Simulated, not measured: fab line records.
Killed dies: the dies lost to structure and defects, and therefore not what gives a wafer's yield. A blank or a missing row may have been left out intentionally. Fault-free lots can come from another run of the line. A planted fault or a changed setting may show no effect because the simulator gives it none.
Split-lot experiment	flow gf180mcu	on a route of 602 steps: 5 lots, 23 wafers read

THE SPLIT ITSELF
At GF_VT_IMPLANT_COAT_35 (resist thk 1000 nm), the setting resistThkNm was moved away from the recipe's 1000 nm on 5 of the 23 wafers read, by -2.8% to +3.6%. The other wafers ran this setting at the recipe's value.

The reading is taken at the split's own step.

THE READING
NOVOLAK_of_VT_IMPLANT_COAT_35.thkNm (the simulator's own value, which no gauge read), in nm, at GF_VT_IMPLANT_COAT_35 (resist thk 1000 nm). No usual value for it is given in the file. Average 1003.3 nm, standard deviation 1.7 nm, over the 18 wafers here run with the recipe.

wafer	tool, chamber at the split	resistThkNm as run, nm	against the recipe	NOVOLAK_of_VT_IMPLANT_COAT_35.thkNm, nm	against lot-mates on the recipe
L076.2	lithoTrack-02, 0	1000	recipe	1008	-
L076.3	lithoTrack-02, 0	1000	recipe	1004	-
L076.5	lithoTrack-02, 0	1000	recipe	1004	-
L076.6	lithoTrack-02, 0	1000	recipe	1004	-
L076.4	lithoTrack-02, 0	1000	recipe	1006	-
L079.2	lithoTrack-01, 0	1000	recipe	1003	-
L079.3	lithoTrack-01, 0	1000	recipe	1005	-
L079.6	lithoTrack-01, 0	1000	recipe	1004	-
L082.2	lithoTrack-04, 0	1036	+3.6%	1036	+34.5
L082.5	lithoTrack-04, 0	1036	+3.6%	1036	+34.5
L082.3	lithoTrack-04, 0	1036	+3.6%	1037	+35.5
L082.4	lithoTrack-04, 0	1000	recipe	1001	-
L082.6	lithoTrack-04, 0	1000	recipe	1002	-
L083.1	lithoTrack-04, 0	1000	recipe	1002	-
L083.4	lithoTrack-04, 0	1000	recipe	1002	-
L083.6	lithoTrack-04, 0	1000	recipe	1002	-
L083.3	lithoTrack-04, 0	1000	recipe	1001	-
L083.5	lithoTrack-04, 0	1000	recipe	1004	-
L084.1	lithoTrack-01, 0	971.5	-2.8%	972.9	-29.8
L084.3	lithoTrack-01, 0	1000	recipe	1003	-
L084.4	lithoTrack-01, 0	1000	recipe	1003	-
L084.5	lithoTrack-01, 0	971.5	-2.8%	971.2	-31.5
L084.6	lithoTrack-01, 0	1000	recipe	1002	-

FIT RESULTS
A straight line over all 23 wafers: NOVOLAK_of_VT_IMPLANT_COAT_35.thkNm changes by +9.75 nm for each +1% of resistThkNm; r = +0.99; the points scatter about the line by 2 nm.
The same after taking each lot's own level away (the mean of its wafers on the recipe; 23 wafers): +10 nm for each +1%; r = +1.00; scatter 1.3 nm.
Per that fit: largest resistThkNm move, reading shift of 36 nm.
The span of the lots' own levels, 1001.50 to 1005.20 nm, comes to 2.1 times the standard deviation stated above.
Hence the lot-to-lot level has little effect on the slope; both slopes agree.
Check: with one of the wafers moved furthest among these (+3.6%) left out of the fit, the line predicts +36.2 nm for it against its lot-mates. It came out at +34.5 nm against them.

ADDITIONAL SPLITS CARRIED BY THESE WAFERS
These wafers also went through other splits before the reading. Each is held against what the fit with the lots' levels taken away leaves over:
other split on the same wafers	wafers away from the commonest value	r with NOVOLAK_of_VT_IMPLANT_COAT_35.thkNm (lot level and that fit taken away)
GF_VT_IMPLANT_IMPLANT_30 energyKev	6	-0.29

THE WHOLE CHAIN: every reading that the file lists as answering this split, in the file's order
step	what it does	reading	change (the file's fit)	r (the file's)
GF_VT_IMPLANT_COAT_35	resist thk 1000 nm	NOVOLAK_of_VT_IMPLANT_COAT_35.thkNm (the simulator's own value, which no gauge read)	+10.2 nm for each +1% of the setting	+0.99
GF_VT_IMPLANT_STRIP_42	strips in O2/N2	stripTimeToEndpointS	withheld for each +1% of the setting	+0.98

FILE'S OWN FIT
NOVOLAK_of_VT_IMPLANT_COAT_35.thkNm changes by +10.2 nm for each +1% of resistThkNm, r = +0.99.
